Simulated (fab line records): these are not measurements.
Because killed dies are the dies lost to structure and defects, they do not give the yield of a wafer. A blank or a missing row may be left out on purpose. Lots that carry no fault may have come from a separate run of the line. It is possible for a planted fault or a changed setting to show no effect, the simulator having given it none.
Shared-tool check ; flow gf180mcu ; Sampled: 12 lots, 36 wafers

WHY THIS WAS OPENED
GF_CONTACT_RS_MEAS_25, reading CONTACT_W_RS: flagged on 2 of 12 lots. Fault-free wafers read 0.380 ohm/sq, with a standard deviation of 0.0041.
Rule: a lot is flagged in two cases, either no wafer of it has a number, or all its wafers with numbers fall more than 4 standard deviations from that mean. All remaining lots are regarded as sound.

lot;measured;on;CONTACT_W_RS (ohm/sq), wafer by wafer;flag
L238;day 16 01:57;film metro-03;0.374 0.381 0.376;
L240;day 17 02:27;film metro-03;0.379 0.383 0.383;
L241;day 17 11:12;film metro-04;0.375 0.377 0.382;
L244;day 18 10:55;film metro-03;0.381 0.380 0.385;
L246;day 19 08:34;film metro-04;0.381 0.381 0.379;
L247;day 19 11:35;film metro-03;0.386 0.380 0.382;
L250;day 20 13:58;film metro-04;0.542 0.538 0.545;FLAGGED
L251;day 20 22:14;film metro-04;0.377 0.374 0.383;
L253;day 21 23:56;film metro-02;0.530 0.541 0.529;FLAGGED
L258;day 23 11:43;film metro-03;0.378 0.371 0.373;
L260;day 24 03:28;film metro-02;0.380 0.369 0.376;
L261;day 24 08:29;film metro-03;0.371 0.376 0.376;
Average over the flagged lots: 0.538 ohm/sq; offset from the usual +0.158 ohm/sq, equal to +38 standard deviations.

WHICH TOOL RAN EACH LOT
The record holds 2 process steps before the reading, out of a route of 602 steps. Cell contents, in order: the tool; ch with the chambers the sampled wafers went through; the start.
lot;flag;GF_SALICIDE_SPUTTER_03;GF_CONTACT_CVD_24
L238;;pvd sputter-02, day 15 01:55;cvd w-01 ch 0,1, day 16 01:51
L240;;pvd sputter-02, day 16 02:36;cvd w-01 ch 0,1, day 17 02:21
L241;;pvd sputter-02, day 16 10:48;cvd w-02 ch 0,1, day 17 11:06
L244;;pvd sputter-01, day 17 09:31;cvd w-02 ch 1, day 18 10:47
L246;;pvd sputter-03, day 18 06:30;cvd w-01 ch 0,1, day 19 08:28
L247;;pvd sputter-02, day 18 09:26;cvd w-02 ch 0,1, day 19 11:29
L250;FLAGGED;pvd sputter-01, day 19 11:55;cvd w-01 ch 0,1, day 20 13:52
L251;;pvd sputter-02, day 19 19:37;cvd w-02 ch 0,1, day 20 22:08
L253;FLAGGED;pvd sputter-02, day 20 21:49;cvd w-01 ch 0,1, day 21 23:50
L258;;pvd sputter-03, day 22 10:37;cvd w-02 ch 0, day 23 11:35
L260;;pvd sputter-01, day 23 02:31;cvd w-02 ch 0,1, day 24 03:22
L261;;pvd sputter-03, day 23 07:46;cvd w-02 ch 0,1, day 24 08:22
What is done by these steps:
- GF_SALICIDE_SPUTTER_03: material TiN, target thk 20 nm, time 16.7 s.
- GF_CONTACT_CVD_24: deposits W, target thk 300 nm, time 90.339 s.
- GF_CONTACT_RS_MEAS_25: measures by four-point-probe.

FLAGGED AGAINST TOTAL, ONE TOOL AT A TIME (gauges that did the reading follow at the end)
step;tool;lots run;flagged;share of the flagged lots;sound lots run after its first flagged lot
GF_SALICIDE_SPUTTER_03;pvd sputter-01;3;1;some;1 (L260)
GF_SALICIDE_SPUTTER_03;pvd sputter-02;6;1;some;0
GF_SALICIDE_SPUTTER_03;pvd sputter-03;3;0;none;-
GF_CONTACT_CVD_24;cvd w-01;5;2;all;0
GF_CONTACT_CVD_24;cvd w-02;7;0;none;-
GF_CONTACT_RS_MEAS_25;film metro-02;2;1;some;1 (L260)
GF_CONTACT_RS_MEAS_25;film metro-03;6;0;none;-
GF_CONTACT_RS_MEAS_25;film metro-04;4;1;some;1 (L251)

WHAT IS ALLOWED BY THE TABLE
Rows of the table that ran each flagged lot: 1, that is cvd w-01 at GF_CONTACT_CVD_24.
- cvd w-01 at GF_CONTACT_CVD_24 ran 5 lots, 2 of them flagged. It ran its last sound lot, L246, at day 19 08:28 and its first flagged lot, L250, at day 20 13:52: a fault with its onset between the two fits. Its own readings (susceptor temp C) fall more than 4 standard deviations out on all wafers of the flagged lots.
Left over: one tool, cvd w-01 at GF_CONTACT_CVD_24.

WHAT THE SIMULATOR HAD PUT IN
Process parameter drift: cvd w-01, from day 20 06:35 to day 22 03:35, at GF_CONTACT_CVD_24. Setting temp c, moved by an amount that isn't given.
Shown lots that were struck: L250, L253. The rule above found the same.
